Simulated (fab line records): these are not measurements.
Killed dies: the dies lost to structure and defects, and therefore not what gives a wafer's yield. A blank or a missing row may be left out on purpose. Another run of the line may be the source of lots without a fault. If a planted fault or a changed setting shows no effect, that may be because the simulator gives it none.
Chamber matching    flow gf180mcu    GF_V2_ETCH_16 on rie diel-04: 4 sister chambers
The step etches BARC in N2/H2. 4 wafers are shown with their chamber, then 9 later ones without.

== WAFERS WITH THEIR CHAMBER ==
wafer   chamber  oes product au (a.u.)
L082.3  3        0.857
L082.4  2        0.850
L084.5  0        0.853
L084.6  1        0.851

== WAFERS WITHOUT THEIR CHAMBER ==
wafer   oes product au (a.u.)
L087.1  0.850
L087.2  0.856
L087.6  0.863
L089.2  0.846
L089.3  0.860
L089.6  0.851
L095.1  0.859
L095.2  0.857
L095.6  0.848

== THE CHAMBER EACH PASSED THROUGH ==
wafer   from the rows above                in truth
L087.1  can't be placed: 2 or 1 or 0       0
L087.2  can't be placed: 3 or 0 or 1 or 2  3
L087.6  can't be placed: 3 or 0            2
L089.2  can't be placed: 2 or 1 or 0       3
L089.3  can't be placed: 3 or 0            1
L089.6  can't be placed: 1 or 2 or 0       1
L095.1  can't be placed: 3 or 0            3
L095.2  can't be placed: 3 or 0            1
L095.6  can't be placed: 2 or 1 or 0       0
Correctly placed: 0 of 9. Not placeable from these rows: 9 (in 5, the candidates include the true chamber). Wrongly placed: 0.
How it was worked out, from the rows above alone: a wafer's distance from a chamber is the root of the sum, over the readings, of the square of ((its reading less the chamber's mean) divided by the reading's scatter). If the next closest chamber is less than 2 further off than the closest, the wafer can't be placed; otherwise it belongs to the closest. For every chamber, the mean is computed from those of its wafers that are shown. The scatter: with one shown wafer a chamber, the root of the mean of the squares of how far each hidden wafer lies from its nearest shown one.
